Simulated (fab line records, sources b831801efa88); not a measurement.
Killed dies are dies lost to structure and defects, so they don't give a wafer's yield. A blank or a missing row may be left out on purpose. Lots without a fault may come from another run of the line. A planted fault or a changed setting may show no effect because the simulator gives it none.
fab line records | flow sky130
record lots=5 wafers=15 last_day=50
route steps=708 shown FIELD_ISO@27 NWELL@32 DNWELL@35 PWDE@45
lots that met no fault: from a run of the same line without faults
start_h: hours from the record's first day to the start of the lot's first wafer shown | wait_h: hours since the lot's step before | " the same as in the row above | L1.1+2: a row that stands for several wafers | - no value, or no start given | * or withheld: withheld | < > ~ a bound
route shown NAME@n: a module of which the file shows steps, and the number in the route of the first | usual: mean/standard deviation of fault-free wafers | same: alike in all rows | chamber/n: place in a boat | sites: the reading at each site | _std_site: their standard deviation | _edge_site: outer sites' mean less inner sites' | radius_mm: how far each site lies from the wafer's centre | mask NAME#n: copy n | behind: the tool/chamber that last shaped the wafer | hold: why the lot was held/for how many hours/how that ended | device: the transistor (n, p or np) that didn't switch | end of line: the same wafers' tests at the end of the route | a step without rows: its recipe alone | killed: dies lost to structure and defects at the first sort, not the wafer's yield | map: a wafer's dies, x killed, . not, _ none there
set.NAME: the setting as run; set.NAME@STEP: as run at that earlier step | model.NAME: the simulator's own value behind a step, which no gauge read
lots at some steps of the route; a table a step, a row a wafer
services: from which hour (start_h, from the record's first day; less than 0 if before it) a tool's chamber was out of use, for how many hours, and why
## steps
# step SKY_FIELD_ISO_ANNEAL_26
# recipe temp_c=1000 time_s=1800 ambient=N2
# step SKY_FIELD_ISO_CMP_27
# recipe stop_on=Si3N4 t_overpolish_s=16 down_force_psi=4 platen_rpm=60 target_thk_nm=457.8 pad_velocity_m_s=0.94248
# usual edge_zone_pressure_frac=1.000/0.0047 motor_current_A=11.9/1.4 overpolish_run_s=16.000/0.0093 slurry_flow_ml_min=150.0/0.46 time_to_endpoint_s=111/4.4
# columns lot.wafer tool chamber start_h wait_h edge_zone_pressure_frac motor_current_A overpolish_run_s slurry_flow_ml_min time_to_endpoint_s
L820.3 cmp-01 2 45.08 0.0 1.004 9.9 15.994 150.6 102
L820.4 " 0 " " 1.006 12.7 15.999 150.0 105
L820.5 " 2 " " 0.995 9.4 16.005 150.4 107
L828.2 cmp-02 1 86.38 0.1 0.991 14.8 15.987 150.1 110
L828.3 " 2 " " 1.003 12.3 16.008 150.0 115
L828.5 " 3 " " 1.002 11.0 16.000 150.2 119
L837.3 cmp-01 1 133.59 0.0 1.005 11.5 16.023 149.6 109
L837.2 " 0 " " 0.998 12.3 16.002 150.1 102
L837.6 " 1 " " 1.004 12.1 16.000 149.5 107
L838.1 cmp-01 1 138.75 0.0 1.005 11.5 15.993 150.4 117
L838.4 " 2 " " 1.002 10.3 15.998 150.1 111
L838.2 " 3 " " 0.998 13.0 16.001 149.7 119
L841.4 cmp-01 0 154.07 0.1 1.005 12.6 16.014 149.4 105
L841.5 " 2 " " 1.005 9.5 15.995 149.2 108
L841.6 " 3 " " 1.004 13.1 16.007 150.1 114
# step SKY_FIELD_ISO_WET_ETCH_28
# recipe chemistry=dHF target_depth_nm=23.7 target=SiO2 dilution=10:1 temp_c=25 time_s=48.49
# step SKY_FIELD_ISO_WET_ETCH_29
# recipe chemistry=H3PO4 target_depth_nm=160 target=Si3N4 temp_c=160 time_s=1825
# step SKY_FIELD_ISO_WET_ETCH_30
# recipe chemistry=dHF target_depth_nm=25 target=SiO2 dilution=10:1 temp_c=25 time_s=50
# step SKY_NWELL_CLEAN_00
# recipe chemistry=SC1/SC2 mix=1:4:20 temp_c=70 time_s=150 dry=n2_spin
# step SKY_NWELL_OXIDATION_01
# recipe temp_c=900 ambient=O2 stabilise_s=600 purge_s=300 target_thk_a=100 ox_time_s=1418
# step SKY_NWELL_THK_MEAS_02
# recipe reads=SiO2_of_NWELL_OXIDATION_01
# usual NWELL_OXIDATION_THK=9.85/0.2
# columns lot.wafer tool chamber start_h wait_h NWELL_OXIDATION_THK[nm]
L820.3 film_metro-03 - 48.05 0.0 9.68
L820.4 " - " " 9.84
L820.5 " - " " 9.73
L828.2 film_metro-01 - 88.61 0.0 9.83
L828.3 " - " " 9.66
L828.5 " - " " 9.98
L837.2 film_metro-03 - 135.90 0.0 9.91
L837.3 " - " " 9.90
L837.6 " - " " 9.61
L838.1 film_metro-03 - 141.54 0.0 9.72
L838.2 " - " " 9.89
L838.4 " - " " 9.79
L841.4 film_metro-02 - 157.81 0.0 9.75
L841.5 " - " " 9.78
L841.6 " - " " 9.64
# step SKY_DNWELL_DEHYDRATE_00
# recipe temp_c=200 time_s=60
# step SKY_DNWELL_HMDS_01
# recipe prime_time_s=60 prime_temp_c=120
# step SKY_DNWELL_COAT_02
# recipe spin_rpm=2000 resist_thk_nm=3000
# step SKY_DNWELL_SOFTBAKE_03
# recipe temp_c=110 time_s=withheld
# step SKY_DNWELL_EXPOSE_04
# recipe mask_id=DNM na=0.57 target_cd_nm=3000 dose_mj=222
# columns lot.wafer tool chamber start_h wait_h mask
L820.3+4+5 iline_stepper-02 0 56.55 - DNM#0
L828.2+3+5 iline_stepper-01 0 97.48 - PWDEM#0
L837.2+3+6 iline_stepper-02 0 146.58 - DNM#0
L838.1+2+4 iline_stepper-02 0 151.11 - DNM#0
L841.4+5+6 iline_stepper-01 0 168.40 - DNM#0
# step SKY_DNWELL_PEB_05
# recipe temp_c=115 time_s=withheld
# step SKY_DNWELL_DEVELOP_06
# recipe wall_angle_deg=90 developer=TMAH develop_time_s=60 dev_temp_c=23
# step SKY_DNWELL_IMPLANT_07
# recipe species=P energy_kev=withheld dose_cm2=withheld tilt_deg=withheld
# step SKY_DNWELL_STRIP_08
# recipe chemistry=O2/N2 power_w=1400 pressure_mtorr=1500 platen_temp_c=withheld o2_flow_sccm=3000 n2_flow_sccm=300 overash_fraction=0.5
# usual drypump_motor_current_A=6.00/0.29 oes_product_au=0.723/0.0046 strip_time_to_endpoint_s=36.94/0.12
# columns lot.wafer tool chamber start_h wait_h drypump_motor_current_A oes_product_au rf_hours_counter_h strip_time_to_endpoint_s
L820.3 plasma_asher-03 1 63.70 0.1 6.01 0.722 - 36.95
L820.4 " 0 " " 6.12 0.721 - 36.99
L820.5 " 1 " " 6.01 0.729 - 37.04
L828.2 plasma_asher-02 1 106.31 0.1 5.53 0.729 40 37.04
L828.3 " 0 " " 6.38 0.721 - 37.10
L828.5 " 0 " " 6.38 0.721 - 37.18
L837.2 plasma_asher-02 1 155.61 0.2 5.52 0.723 46 36.87
L837.3 " 0 " " 6.35 0.711 - 36.87
L837.6 " 1 " " 5.51 0.728 - 36.82
L838.1 plasma_asher-03 1 159.82 0.1 5.93 0.720 1 37.02
L838.2 " 0 " " 6.17 0.721 1 36.84
L838.4 " 0 " " 6.15 0.725 - 36.97
L841.4 plasma_asher-02 1 178.60 0.1 5.53 0.728 - 36.80
L841.5 " 1 " " 5.53 0.725 - 36.77
L841.6 " 0 " " 6.38 0.723 - 36.77
# step SKY_DNWELL_TW_MEAS_09
# usual DNWELL_TW=1123/12
# columns lot.wafer tool chamber start_h wait_h DNWELL_TW
L820.3 film_metro-02 - 63.78 0.1 1121
L820.4 " - " " 1113
L820.5 " - " " 1114
L828.2 film_metro-01 - 106.42 0.1 31
L828.3 " - " " 31
L828.5 " - " " 31
L837.2 film_metro-02 - 155.72 0.1 1124
L837.3 " - " " 1120
L837.6 " - " " 1121
L838.1 film_metro-01 - 159.92 0.1 1147
L838.2 " - " " 1148
L838.4 " - " " 1145
L841.4 film_metro-01 - 178.69 0.1 1136
L841.5 " - " " 1141
L841.6 " - " " 1140
# step SKY_PWDE_DEHYDRATE_00
# recipe temp_c=200 time_s=60
# step SKY_PWDE_HMDS_01
# recipe prime_time_s=60 prime_temp_c=120
# step SKY_PWDE_COAT_02
# recipe spin_rpm=1972 resist_thk_nm=3000
# step SKY_PWDE_SOFTBAKE_03
# recipe temp_c=110 time_s=withheld
# step SKY_PWDE_EXPOSE_04
# recipe mask_id=PWDEM na=0.6 source_shape=conventional sigma_outer=0.6 polarization=unpolarized target_cd_nm=840 dose_mj=214
# step SKY_PWDE_PEB_05
# recipe temp_c=115 time_s=withheld
# step SKY_PWDE_DEVELOP_06
# recipe wall_angle_deg=90 developer=TMAH develop_time_s=60 dev_temp_c=23
# step SKY_PWDE_OVL_MEAS_07
# usual PWDE_OVL=-0.5/1.2
# columns lot.wafer tool chamber start_h wait_h PWDE_OVL[nm]
L820.3 overlay-02 - 79.63 - 0.0
L820.4 " - " " -1.1
L820.5 " - " " -0.2
L828.2 overlay-02 - 124.12 - 0.6
L828.3 " - " " -3.0
L828.5 " - " " 0.7
L837.2 overlay-02 - 175.62 - 0.1
L837.3 " - " " -0.3
L837.6 " - " " -0.7
L838.1 overlay-01 - 180.77 - 0.2
L838.2 " - " " 0.5
L838.4 " - " " 1.1
L841.4 overlay-02 - 200.53 - -0.8
L841.5 " - " " 0.0
L841.6 " - " " -0.2
# step SKY_PWDE_IMPLANT_08
# recipe species=B energy_kev=150 dose_cm2=3.6e+12 tilt_deg=withheld
# step SKY_PWDE_STRIP_09
# recipe chemistry=O2/N2 power_w=1400 pressure_mtorr=1500 platen_temp_c=withheld o2_flow_sccm=3000 n2_flow_sccm=300 overash_fraction=0.5
# usual drypump_motor_current_A=5.91/0.16 oes_product_au=0.723/0.0043 strip_time_to_endpoint_s=37.16/0.11
# columns lot.wafer tool chamber start_h wait_h drypump_motor_current_A oes_product_au rf_hours_counter_h strip_time_to_endpoint_s
L820.3 plasma_asher-03 0 80.26 0.1 6.14 0.718 - 37.13
L820.4 " 1 " " 5.93 0.717 - 37.05
L820.5 " 1 " " 5.93 0.724 - 37.10
L828.2 plasma_asher-01 0 124.30 0.1 5.72 0.724 48 37.28
L828.3 " 0 " " 5.72 0.720 - 37.25
L828.5 " 1 " " 5.76 0.719 - 37.18
L837.2 plasma_asher-04 0 175.80 0.1 6.04 0.728 37 37.10
L837.3 " 1 " " 5.99 0.715 - 37.17
L837.6 " 1 " " 5.99 0.729 - 37.07
L838.1 plasma_asher-04 0 180.95 0.1 6.07 0.719 37 37.23
L838.2 " 1 " " 5.99 0.724 37 37.24
L838.4 " 1 " " 5.99 0.723 - 37.23
L841.4 plasma_asher-03 1 200.73 0.1 5.95 0.732 - 37.14
L841.5 " 0 " " 6.14 0.719 - 37.12
L841.6 " 1 " " 5.97 0.716 - 37.17
# step SKY_PWDE_TW_MEAS_10
# usual PWDE_TW=378/4.2
# columns lot.wafer tool chamber start_h wait_h PWDE_TW
L820.3 film_metro-01 - 80.34 0.1 382
L820.4 " - " " 382
L820.5 " - " " 381
L828.2 film_metro-02 - 124.41 0.1 1137
L828.3 " - " " 1137
L828.5 " - " " 1130
L837.2 film_metro-03 - 175.91 0.1 375
L837.3 " - " " 376
L837.6 " - " " 375
L838.1 film_metro-02 - 181.05 0.1 374
L838.2 " - " " 374
L838.4 " - " " 375
L841.4 film_metro-02 - 200.83 0.1 374
L841.5 " - " " 374
L841.6 " - " " 376
# step SKY_NWELL_DEHYDRATE_03
# recipe temp_c=200 time_s=60
## services
# columns tool chamber start_h hours kind
plasma_asher-02 - 55.25 14.6 pm
cmp-01 - 64.00 4.0 pm
cmp-01 - 68.00 - consumable_replace:conditioner
cmp-01 - 68.00 - consumable_replace:pad
plasma_asher-04 - 87.45 26.7 repair
plasma_asher-04 - 102.64 3.3 repair
plasma_asher-03 - 108.75 9.0 pm
plasma_asher-03 0 108.75 9.0 vent_cycle
plasma_asher-03 1 108.75 9.0 vent_cycle
plasma_asher-03 0 117.75 - clean
plasma_asher-03 1 117.75 - clean
cmp-01 - 120.72 0.2 repair
plasma_asher-03 - 129.83 25.0 pm
cmp-02 - 137.42 1.8 repair
plasma_asher-02 - 141.49 2.5 repair
cmp-02 - 143.96 2.6 repair
cmp-02 - 154.86 2.4 repair
cmp-02 - 158.16 0.6 repair
cmp-02 - 178.64 4.9 pm
## key
first_sign step=SKY_DNWELL_EXPOSE_04 reading=mask direction=changed
effect step=SKY_DNWELL_TW_MEAS_09 reading=DNWELL_TW direction=down sigmas=88 usual=1123 struck=31
effect step=SKY_PWDE_TW_MEAS_10 reading=PWDE_TW direction=up sigmas=99+ usual=378 struck=1135
met_at SKY_DNWELL_EXPOSE_04
struck_wafers L828.2,L828.3,L828.5
sort_left_out L828.2,L828.3,L828.5
tester_left_out L828
fault kind=wrong_mask tool=any chamber=- onset_h=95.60 steps=SKY_DNWELL_EXPOSE_04 aux_copy=PWDEM#0 scope=struck_lots_only
# tester_left_out: of these lots the tester's yield and bins aren't shown, on N5 and GAA mostly nor the transistor test; their killed dies are dies lost to structure and defects alone, not to doping, threshold or leakage, so they don't give the yield
# sort_left_out: the simulated sort isn't trusted on such a fault, so these wafers' sort isn't shown, and their yield isn't known
